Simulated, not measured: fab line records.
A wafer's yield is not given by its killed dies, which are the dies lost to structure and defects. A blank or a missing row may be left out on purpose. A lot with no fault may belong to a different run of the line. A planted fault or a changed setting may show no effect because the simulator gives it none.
The tool behind it: which one? | flow sky130 | Sampling: 12 lots, 36 wafers, 4 of 708 route steps

WHAT THE GAUGES READ, wafer by wafer
SKY_LDD_HVP_TW_MEAS_10.
lot  | measured     | on            | LDD_HVP_TW
L675 | day 21 13:43 | film_metro-01 | 452 452 450
L678 | day 22 17:29 | film_metro-04 | 461 458 461
L677 | day 22 17:33 | film_metro-04 | 460 455 456
L680 | day 23 18:19 | film_metro-01 | 455 454 455
L683 | day 24 10:38 | film_metro-03 | 457 460 458
L684 | day 24 20:32 | film_metro-03 | 412 411 412 410 412 414
L685 | day 24 23:58 | film_metro-03 | 412 411 413 414 413 413
L687 | day 26 04:45 | film_metro-03 | 460 461 460
L693 | day 28 00:19 | film_metro-03 | 461 461 460
L694 | day 28 09:14 | film_metro-03 | 460 461 463
L696 | day 29 00:47 | film_metro-01 | 454 453 452
L697 | day 29 02:01 | film_metro-03 | 456 458 459

SKY_SD_P_CD_MEAS_07: the cd target is 380 nm.
lot  | measured     | on        | cd_nm (nm)
L675 | day 25 11:37 | cd_sem-01 | 381.4 380.3 377.7
L678 | day 26 13:13 | cd_sem-02 | 377.7 381.5 379.9
L677 | day 26 13:46 | cd_sem-01 | 383.8 381.2 381.7
L680 | day 27 14:34 | cd_sem-02 | 380.3 382.3 382.5
L683 | day 28 03:38 | cd_sem-02 | 380.4 382.2 380.8
L684 | day 28 14:56 | cd_sem-02 | 380.2 379.9 378.9
L685 | day 28 17:08 | cd_sem-01 | 376.8 376.2 376.6
L687 | day 29 21:54 | cd_sem-01 | 381.6 381.7 380.0
L693 | day 31 15:25 | cd_sem-02 | 378.9 382.7 381.4
L694 | day 31 22:52 | cd_sem-01 | 380.2 377.8 378.8
L696 | day 32 14:59 | cd_sem-02 | 382.9 382.6 383.7
L697 | day 32 16:53 | cd_sem-01 | 378.9 375.1 379.0

SKY_SD_P_OVL_MEAS_08.
lot  | measured     | on         | SD_P_OVL (nm)
L675 | day 25 11:44 | overlay-01 | -0.4 0.5 -1.9
L678 | day 26 13:19 | overlay-02 | -1.6 -3.2 -2.6
L677 | day 26 13:52 | overlay-02 | 2.4 3.1 2.0
L680 | day 27 14:39 | overlay-01 | 0.6 -0.8 0.0
L683 | day 28 03:43 | overlay-02 | 0.5 1.2 0.8
L684 | day 28 15:03 | overlay-01 | -0.9 0.8 0.3
L685 | day 28 17:15 | overlay-01 | -2.3 -4.0 -4.8
L687 | day 29 22:00 | overlay-01 | -1.0 -3.1 -0.6
L693 | day 31 15:32 | overlay-02 | 0.5 -0.7 -1.3
L694 | day 31 22:58 | overlay-01 | 0.1 0.7 -0.8
L696 | day 32 15:06 | overlay-02 | -1.4 0.5 -3.5
L697 | day 32 17:01 | overlay-02 | 0.8 -0.7 1.5

WHICH TOOL RAN EACH LOT (tool, then ch and the chambers of the sampled wafers, then the start)
lot  | SKY_LDD_HVP_IMPLANT_08
L675 | implanter-03 ch 0, day 21 13:28
L678 | implanter-04 ch 0, day 22 17:15
L677 | implanter-03 ch 0, day 22 17:19
L680 | implanter-02 ch 0, day 23 18:05
L683 | implanter-02 ch 0, day 24 10:23
L684 | implanter-02 ch 0, day 24 20:18
L685 | implanter-02 ch 0, day 24 23:44
L687 | implanter-04 ch 0, day 26 04:31
L693 | implanter-04 ch 0, day 28 00:04
L694 | implanter-03 ch 0, day 28 09:01
L696 | implanter-02 ch 0, day 29 00:32
L697 | implanter-02 ch 0, day 29 01:46
- SKY_LDD_HVP_IMPLANT_08

AS READ BY THE TOOLS THEMSELVES (means over the sampled wafers that have a number; for cases with no such wafer, the mark the record gives instead)
SKY_LDD_HVP_IMPLANT_08.
lot  | tool         | dose_ions_cm2 | tilt_deg (degrees)
L675 | implanter-03 | 1.7001e+13    | 17.885
L678 | implanter-04 | 1.7010e+13    | 17.910
L677 | implanter-03 | 1.7010e+13    | 17.899
L680 | implanter-02 | 1.6995e+13    | 17.928
L683 | implanter-02 | 1.6991e+13    | 17.879
L684 | implanter-02 | 1.6993e+13    | 0.010
L685 | implanter-02 | 1.7002e+13    | 0.022
L687 | implanter-04 | 1.6985e+13    | 17.890
L693 | implanter-04 | 1.6994e+13    | 17.888
L694 | implanter-03 | 1.6967e+13    | 17.922
L696 | implanter-02 | 1.7010e+13    | 17.895
L697 | implanter-02 | 1.7018e+13    | 17.884

THE ANSWER, worked out from the rows above alone
Rule: usual is defined by the lots themselves. The widest of any qualifying gaps counts: lots, ordered by their means at a reading, are off when they make up no more than a third of the lots, leave a main group of 4 or more, and stand apart from it by 3 or more times the standard deviation of that group's means. The tables above print the reading to a certain number of digits; a main group whose means all agree to those digits is not used. Also off: a lot with no number at a reading for which 4 or more lots have one. Any other lot the step has rows for is counted as sound. The gauges are gone through in route order, then the tools' own readings, and for those a lot's mean is taken as printed above. The first step at which some lot is off is used, and at that step the reading that is off furthest; a lot without a number counts as furthest.
Off: at SKY_LDD_HVP_TW_MEAS_10 (LDD_HVP_TW), L684, L685. The main group: mean 457, standard deviation 3.3.
If a tool, at a process step before that reading, ran all the lots that are off and no sound lot after the first of them, it fits. The gauges at SKY_LDD_HVP_TW_MEAS_10 aren't tried: what is off there is off at SKY_LDD_HVP_IMPLANT_08 too, on other tools, and a gauge's error can't cause that. Of those tried, none fits.

WHAT HAD BEEN PUT IN BY THE SIMULATOR
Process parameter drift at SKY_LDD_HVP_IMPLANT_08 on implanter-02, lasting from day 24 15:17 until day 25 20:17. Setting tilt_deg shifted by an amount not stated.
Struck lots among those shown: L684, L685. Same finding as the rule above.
